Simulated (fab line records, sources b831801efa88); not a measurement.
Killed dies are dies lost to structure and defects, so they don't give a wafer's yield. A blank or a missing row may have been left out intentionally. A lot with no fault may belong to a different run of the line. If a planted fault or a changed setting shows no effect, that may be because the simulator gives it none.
fab line records -- flow sky130
record lots=6, wafers=18, last-day=50
route steps=708 shown METAL4@637 VIA4@639 PAD_OPEN@708
lots with no fault: from the same line, run without faults
start-h: hours from the record's opening day to when the first of the lot's shown wafers began -- wait-h: hours since the lot's step before -- " repeats the value in the row above -- L1.1+2: a single row standing in for several wafers -- - no value, or no start given -- * or withheld: withheld -- < > ~ a bound
route shown NAME@n: a module of which the file shows steps, and the number in the route of the first -- usual: mean/standard deviation of fault-free wafers -- same: alike in all rows -- chamber/n: place in a boat -- sites: readings site by site -- _std_site: standard deviation of those values -- _edge_site: inner sites' mean taken away from outer sites' mean -- radius-mm: for every site, how far away it sits from the centre of the wafer -- mask NAME#n: copy n -- behind: the last tool/chamber to shape the wafer -- hold: reason for holding the lot/hours on hold/outcome of the hold -- device: names the non-switching transistor (n, p or np) -- end of line: tests of these same wafers at the route's end -- a step with no rows: only its recipe -- killed: the dies lost at the first sort to structure and to defects; this is not the yield of the wafer -- map: a wafer's dies, marking killed ones x, the rest . and places with no die _
set.NAME: the setting as run; set.NAME@STEP: as run at that earlier step -- model.NAME: the simulator's own value behind a step, which no gauge read
lots at some steps of the route; a table a step, a row a wafer
services: from which hour (start-h, from the record's first day; less than 0 if before it) a tool's chamber was out of use, for how many hours, and why
## steps
# step SKY_METAL4_CLEAN_21
# recipe chemistry=IPA, time-s=180, temp-c=25
# step SKY_METAL4_CLEAN_22
# recipe chemistry=O3/DIW, dry=n2-spin
# step SKY_VIA4_HDPCVD_00
# recipe material=SiO2, target-thk-nm=1750, sigma-open-frac=0.3, time-s=291.7, temp-c=400, sih4-flow-sccm=60, pressure-mtorr=6
# step SKY_VIA4_THK_MEAS_01
# recipe reads=SiO2_of_VIA4_HDPCVD_00
# usual VIA4_HDPCVD_THK=1755/23
lot.wafer,tool,chamber,start-h,wait-h,VIA4_HDPCVD_THK[nm]
L732.2,film-metro-02,-,1014.02,0.1,1730
L732.3,film-metro-02,-,1014.02,0.1,1737
L732.4,film-metro-02,-,1014.02,0.1,1705
L744.2,film-metro-04,-,1076.80,0.2,1737
L744.3,film-metro-04,-,1076.80,0.2,1751
L744.6,film-metro-04,-,1076.80,0.2,1761
L745.1,film-metro-04,-,1095.89,0.1,1765
L745.4,film-metro-04,-,1095.89,0.1,1743
L745.6,film-metro-04,-,1095.89,0.1,1766
L746.3,film-metro-03,-,1096.62,0.1,1756
L746.5,film-metro-03,-,1096.62,0.1,1791
L746.6,film-metro-03,-,1096.62,0.1,1771
L747.1,film-metro-02,-,1103.12,0.1,1770
L747.2,film-metro-02,-,1103.12,0.1,1762
L747.5,film-metro-02,-,1103.12,0.1,1769
L751.2,film-metro-02,-,1119.59,0.1,1728
L751.3,film-metro-02,-,1119.59,0.1,1738
L751.5,film-metro-02,-,1119.59,0.1,1734
# step SKY_VIA4_CMP_02
# recipe material=SiO2, down-force-psi=4, platen-rpm=60, pad-velocity-m-s=0.94248
# usual motor-current-A=12.0/1.5
lot.wafer,tool,chamber,start-h,wait-h,motor-current-A
L732.3,cmp-02,2,1014.07,0.0,11.4
L732.2,cmp-02,3,1014.07,0.0,10.8
L732.4,cmp-02,1,1014.07,0.0,11.7
L744.2,cmp-01,2,1076.85,0.0,12.5
L744.3,cmp-01,1,1076.85,0.0,10.0
L744.6,cmp-01,3,1076.85,0.0,12.8
L745.1,cmp-02,3,1100.16,4.3,10.1
L745.4,cmp-02,1,1100.16,4.3,11.4
L745.6,cmp-02,3,1100.16,4.3,10.6
L746.3,cmp-02,3,1100.81,4.2,10.4
L746.5,cmp-02,2,1100.81,4.2,11.9
L746.6,cmp-02,3,1100.81,4.2,10.2
L747.1,cmp-01,2,1103.71,0.6,12.1
L747.2,cmp-01,0,1103.71,0.6,15.3
L747.5,cmp-01,2,1103.71,0.6,11.8
L751.2,cmp-02,3,1119.64,0.0,10.6
L751.3,cmp-02,2,1119.64,0.0,11.4
L751.5,cmp-02,3,1119.64,0.0,10.8
# step SKY_VIA4_BOW_MEAS_03
# recipe mode=bow
# usual VIA4_BOW=81/8.9
lot.wafer,tool,chamber,start-h,wait-h,VIA4_BOW[um]
L732.2,film-metro-02,-,1014.39,0.2,78
L732.3,film-metro-02,-,1014.39,0.2,73
L732.4,film-metro-02,-,1014.39,0.2,87
L744.2,film-metro-02,-,1077.17,0.3,91
L744.3,film-metro-02,-,1077.17,0.3,84
L744.6,film-metro-02,-,1077.17,0.3,90
L745.1,film-metro-02,-,1100.46,0.2,74
L745.4,film-metro-02,-,1100.46,0.2,69
L745.6,film-metro-02,-,1100.46,0.2,77
L746.3,film-metro-03,-,1101.10,0.2,77
L746.5,film-metro-03,-,1101.10,0.2,69
L746.6,film-metro-03,-,1101.10,0.2,71
L747.1,film-metro-03,-,1103.96,0.2,86
L747.2,film-metro-03,-,1103.96,0.2,88
L747.5,film-metro-03,-,1103.96,0.2,72
L751.2,film-metro-04,-,1119.96,0.3,83
L751.3,film-metro-04,-,1119.96,0.3,83
L751.5,film-metro-04,-,1119.96,0.3,85
# step SKY_VIA4_DEHYDRATE_04
# recipe temp-c=200, time-s=60
# step SKY_VIA4_HMDS_05
# recipe prime-time-s=60, prime-temp-c=120
# step SKY_VIA4_COAT_06
# recipe resist=NOVOLAK, spin-rpm=3000, resist-thk-nm=1140
# step SKY_VIA4_SOFTBAKE_07
# recipe temp-c=90, time-s=60, resist=NOVOLAK
# step SKY_VIA4_EXPOSE_08
# recipe mask-id=VIM4, na=0.6, source-shape=conventional, sigma-outer=0.6, polarization=unpolarized, target-cd-nm=800, dose-mj=132
# step SKY_VIA4_PEB_09
# recipe temp-c=withheld, time-s=*, resist=NOVOLAK
# step SKY_VIA4_DEVELOP_10
# recipe resist=NOVOLAK, developer=TMAH, develop-time-s=60, dev-temp-c=23
# usual developer-temp-C=23.02/0.12
lot.wafer,tool,chamber,start-h,wait-h,developer-temp-C
L732.2,litho-track-04,0,1036.86,0.1,22.98
L732.3,litho-track-04,0,1036.86,0.1,22.75
L732.4,litho-track-04,0,1036.86,0.1,23.03
L744.2,litho-track-04,0,1097.16,0.1,23.99
L744.3,litho-track-04,0,1097.16,0.1,23.80
L744.6,litho-track-04,0,1097.16,0.1,23.91
L745.1,litho-track-04,0,1119.63,0.1,23.86
L745.4,litho-track-04,0,1119.63,0.1,23.91
L745.6,litho-track-04,0,1119.63,0.1,24.01
L746.3,litho-track-03,0,1120.43,0.1,23.14
L746.5,litho-track-03,0,1120.43,0.1,23.03
L746.6,litho-track-03,0,1120.43,0.1,22.97
L747.1,litho-track-02,0,1123.70,0.1,22.92
L747.2,litho-track-02,0,1123.70,0.1,22.95
L747.5,litho-track-02,0,1123.70,0.1,23.06
L751.2,litho-track-03,0,1137.35,0.1,22.95
L751.3,litho-track-03,0,1137.35,0.1,22.85
L751.5,litho-track-03,0,1137.35,0.1,23.16
# step SKY_VIA4_OVL_MEAS_11
# usual VIA4_OVL=0.4/1.1
lot.wafer,tool,chamber,start-h,wait-h,VIA4_OVL[nm]
L732.2,overlay-02,-,1036.99,0.1,1.9
L732.3,overlay-02,-,1036.99,0.1,0.7
L732.4,overlay-02,-,1036.99,0.1,0.0
L744.2,overlay-01,-,1097.29,0.1,-1.8
L744.3,overlay-01,-,1097.29,0.1,-2.5
L744.6,overlay-01,-,1097.29,0.1,-0.3
L745.1,overlay-01,-,1119.78,0.1,0.3
L745.4,overlay-01,-,1119.78,0.1,0.9
L745.6,overlay-01,-,1119.78,0.1,0.6
L746.3,overlay-01,-,1120.54,0.1,-1.4
L746.5,overlay-01,-,1120.54,0.1,-0.8
L746.6,overlay-01,-,1120.54,0.1,0.0
L747.1,overlay-02,-,1123.85,0.1,-1.2
L747.2,overlay-02,-,1123.85,0.1,-0.1
L747.5,overlay-02,-,1123.85,0.1,0.8
L751.2,overlay-02,-,1137.48,0.1,0.4
L751.3,overlay-02,-,1137.48,0.1,1.7
L751.5,overlay-02,-,1137.48,0.1,1.1
# step SKY_PAD_OPEN_PROBE_99
# usual defect-limited-yield=82.4/1.9, killed_at_M0_to_M3=43/6.5, killed_at_M4_up=3.3/2, killed-at-contacts=24/5.2, killed-at-front-end=16/4.2, killed-at-other=0.3/0.6, killed-dies=87/9.3, killed-open=47/7.8, killed-short=39/6.2, sort_bin_3_pad_short=0.9/0.42, sort_bin_5_function=10.5/1.4, sort_bin_6_memory=6.3/0.97, sort-n-pass=405/9.3, sort-yield-pct=82.4/1.9
# same gross-dies=492, killed-at-back-side=0, sort_bin_4_leakage[%]=0, sort_bin_8_speed[%]=0
lot.wafer,tool,chamber,start-h,wait-h,defect-limited-yield[%],killed_at_M0_to_M3,killed_at_M4_up,killed-at-contacts,killed-at-front-end,killed-at-other,killed-dies,killed-open,killed-short,sort_bin_3_pad_short[%],sort_bin_5_function[%],sort_bin_6_memory[%],sort-n-pass,sort-yield-pct[%]
L732.2,prober-02,-,1105.63,0.1,82.7,41,1,29,14,0,85,52,33,1.0,11.4,4.9,407,82.7
L732.3,prober-02,-,1105.68,0.2,80.3,53,3,26,15,0,97,56,40,1.2,11.4,7.1,395,80.3
L732.4,prober-02,-,1105.73,0.2,84.3,40,6,19,12,0,77,49,28,1.0,8.5,6.1,415,84.3
L744.2,prober-01,-,1160.65,0.1,82.5,46,4,24,11,1,86,47,39,0.8,10.4,6.3,406,82.5
L744.3,prober-01,-,1160.70,0.2,80.9,47,7,27,13,0,94,50,44,0.6,13.2,5.3,398,80.9
L744.6,prober-01,-,1160.85,0.2,80.9,47,3,28,16,0,94,54,40,1.4,10.2,7.5,398,80.9
L745.1,prober-02,-,1177.52,0.1,82.5,42,2,25,16,1,86,50,36,0.6,9.8,7.1,406,82.5
L745.4,prober-02,-,1177.67,0.2,81.9,55,5,18,11,0,89,43,46,0.8,10.2,7.1,403,81.9
L745.6,prober-02,-,1177.77,0.2,80.3,38,10,31,18,0,97,53,42,1.8,12.2,5.7,395,80.3
L746.3,prober-01,-,1177.97,0.2,79.5,48,6,30,17,0,101,60,40,1.6,11.6,7.3,391,79.5
L746.5,prober-01,-,1178.07,0.2,81.5,40,4,32,14,1,91,58,33,0.8,11.8,5.9,401,81.5
L746.6,prober-01,-,1178.12,0.2,81.7,46,1,34,9,0,90,44,46,0.8,12.4,5.1,402,81.7
L747.1,prober-02,-,1180.40,0.1,83.5,45,2,21,13,0,81,43,36,0.6,10.6,5.3,411,83.5
L747.2,prober-02,-,1180.45,0.1,79.7,47,4,32,15,2,100,51,46,1.6,10.6,8.1,392,79.7
L747.5,prober-02,-,1180.60,0.2,83.9,33,7,24,15,0,79,39,40,0.8,8.3,6.9,413,83.9
L751.2,prober-02,-,1193.14,0.1,80.3,41,2,36,18,0,97,57,40,0.2,12.2,7.3,395,80.3
L751.3,prober-02,-,1193.19,0.2,82.5,45,4,17,20,0,86,47,39,0.4,11.0,6.1,406,82.5
L751.5,prober-02,-,1193.29,0.2,81.7,48,2,25,15,0,90,55,35,1.2,11.0,6.1,402,81.7
# killed by level:class
L732.2 CONTACT:geometric-particle:open=12 VIA3:geometric-particle:open=11 LI_CONTACT:geometric-particle:open=7 VIA1:geometric-particle:open=7 VIA2:geometric-particle:short=6 CONTACT:geometric-particle:short=5 VIA2:geometric-particle:open=4 FIELD_ISO:geometric-particle:open=3
L732.3 CONTACT:geometric-particle:open=12 VIA1:geometric-particle:open=12 VIA2:geometric-particle:open=10 METAL2:geometric-particle:short=7 METAL1:geometric-particle:short=6 FIELD_ISO:geometric-particle:open=4 LI_CONTACT:geometric-particle:open=4 CONTACT:geometric-particle:short=4
L732.4 VIA1:geometric-particle:open=8 VIA3:geometric-particle:open=8 CONTACT:geometric-particle:open=7 LI_CONTACT:geometric-particle:open=6 VIA2:geometric-particle:open=5 FIELD_ISO:geometric-particle:open=4 METAL1:geometric-particle:short=4 POLY_GATE:geometric-particle:short=3
L744.2 VIA1:geometric-particle:open=16 METAL2:geometric-particle:short=12 LI_CONTACT:geometric-particle:open=8 CONTACT:geometric-particle:open=8 FIELD_ISO:geometric-particle:open=5 CONTACT:geometric-particle:short=5 METAL1:geometric-particle:short=5 FIELD_ISO:geometric-particle:short=4
L744.3 CONTACT:geometric-particle:open=11 METAL1:geometric-particle:short=9 VIA1:geometric-particle:open=9 METAL2:geometric-particle:short=9 LI_CONTACT:geometric-particle:short=5 LI_CONTACT:geometric-particle:open=5 LOCAL_INTERCONNECT:geometric-particle:short=5 VIA2:geometric-particle:open=5
L744.6 CONTACT:geometric-particle:open=14 VIA1:geometric-particle:open=8 VIA2:geometric-particle:open=7 VIA1:geometric-particle:short=7 LI_CONTACT:geometric-particle:open=6 VIA3:geometric-particle:open=6 VIA2:geometric-particle:short=6 POLY_GATE:geometric-particle:open=5
L745.1 VIA1:geometric-particle:open=10 VIA3:geometric-particle:open=8 CONTACT:geometric-particle:open=7 CONTACT:geometric-particle:short=7 LI_CONTACT:geometric-particle:open=6 VIA1:geometric-particle:short=6 FIELD_ISO:geometric-particle:open=5 POLY_GATE:geometric-particle:short=5
L745.4 METAL2:geometric-particle:short=11 VIA1:geometric-particle:open=9 VIA2:geometric-particle:open=9 METAL1:geometric-particle:short=7 VIA1:geometric-particle:short=6 LOCAL_INTERCONNECT:geometric-particle:short=5 CONTACT:geometric-particle:open=5 FIELD_ISO:geometric-particle:short=4
L745.6 VIA1:geometric-particle:open=15 CONTACT:geometric-particle:open=10 LI_CONTACT:geometric-particle:open=9 METAL4:geometric-particle:short=8 POLY_GATE:geometric-particle:short=5 CONTACT:geometric-particle:short=5 POLY_GATE:geometric-particle:open=4 LOCAL_INTERCONNECT:geometric-particle:short=4
L746.3 VIA1:geometric-particle:open=15 LI_CONTACT:geometric-particle:open=12 CONTACT:geometric-particle:open=10 METAL1:geometric-particle:short=7 VIA3:geometric-particle:open=6 FIELD_ISO:geometric-particle:open=5 FIELD_ISO:geometric-particle:short=5 LOCAL_INTERCONNECT:geometric-particle:short=5
L746.5 CONTACT:geometric-particle:open=20 VIA1:geometric-particle:open=12 POLY_GATE:geometric-particle:short=6 VIA3:geometric-particle:open=6 LI_CONTACT:geometric-particle:open=5 METAL3:geometric-particle:short=5 METAL3:geometric-particle:open=4 VIA2:geometric-particle:open=4
L746.6 CONTACT:geometric-particle:open=12 LI_CONTACT:geometric-particle:open=9 METAL2:geometric-particle:short=8 VIA1:geometric-particle:open=8 CONTACT:geometric-particle:short=7 VIA1:geometric-particle:short=6 VIA3:geometric-particle:open=6 LOCAL_INTERCONNECT:geometric-particle:short=5
L747.1 VIA1:geometric-particle:open=7 LI_CONTACT:geometric-particle:open=7 VIA3:geometric-particle:open=7 METAL2:geometric-particle:short=6 CONTACT:geometric-particle:open=5 METAL1:geometric-particle:short=5 VIA1:geometric-particle:short=5 FIELD_ISO:geometric-particle:open=4
L747.2 VIA1:geometric-particle:open=11 LI_CONTACT:geometric-particle:open=9 CONTACT:geometric-particle:open=9 VIA3:geometric-particle:open=7 CONTACT:geometric-particle:short=6 METAL1:geometric-particle:short=6 LOCAL_INTERCONNECT:geometric-particle:short=5 VIA2:geometric-particle:open=4
L747.5 VIA1:geometric-particle:open=8 VIA3:geometric-particle:open=7 LI_CONTACT:geometric-particle:open=6 CONTACT:geometric-particle:open=6 METAL1:geometric-particle:short=6 METAL4:geometric-particle:short=6 LOCAL_INTERCONNECT:geometric-particle:short=5 FIELD_ISO:geometric-particle:short=4
L751.2 LI_CONTACT:geometric-particle:open=13 CONTACT:geometric-particle:open=12 LOCAL_INTERCONNECT:geometric-particle:short=7 METAL1:geometric-particle:short=7 FIELD_ISO:geometric-particle:open=6 METAL2:geometric-particle:open=5 VIA3:geometric-particle:open=5 FIELD_ISO:geometric-particle:short=4
L751.3 VIA1:geometric-particle:open=9 CONTACT:geometric-particle:open=7 VIA1:geometric-particle:short=7 VIA2:geometric-particle:open=6 VIA3:geometric-particle:open=6 FIELD_ISO:geometric-particle:short=5 FIELD_ISO:geometric-particle:open=5 POLY_GATE:geometric-particle:open=5
L751.5 CONTACT:geometric-particle:open=12 VIA3:geometric-particle:open=9 VIA1:geometric-particle:open=8 FIELD_ISO:geometric-particle:open=6 LI_CONTACT:geometric-particle:open=6 VIA1:geometric-particle:short=6 VIA2:geometric-particle:open=6 METAL1:geometric-particle:short=5
## services
tool,chamber,start-h,hours,kind
cmp-01,-,1006.49,2.0,repair
cmp-01,-,1026.40,0.5,repair
cmp-02,-,1045.22,3.7,repair
cmp-01,-,1071.93,0.6,repair
cmp-01,-,1073.68,0.3,repair
cmp-01,-,1078.25,24.5,repair
cmp-01,-,1084.51,13.4,repair
cmp-02,-,1095.86,4.0,pm
cmp-02,-,1099.86,-,consumable-replace:conditioner
cmp-02,-,1099.86,-,consumable-replace:pad
cmp-01,-,1122.96,1.5,repair
cmp-01,-,1136.95,5.1,pm
## key
first-sign step=SKY_VIA4_DEVELOP_10, reading=developer-temp-C, direction=up, sigmas=7.8, usual=*, struck=*
effect none on later readings
met-at SKY_VIA4_DEVELOP_10
struck-wafers L744.2,L744.3,L744.6,L745.1,L745.4,L745.6
onset-between 1036.86 1097.16
fault kind=process-parameter-drift, tool=litho-track-04, chamber=-, onset-h=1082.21, steps=SKY_VIA4_DEVELOP_10, channel=dev-temp-c, offset=*, shape=step, end-h=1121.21, acts-in=*, stated=*
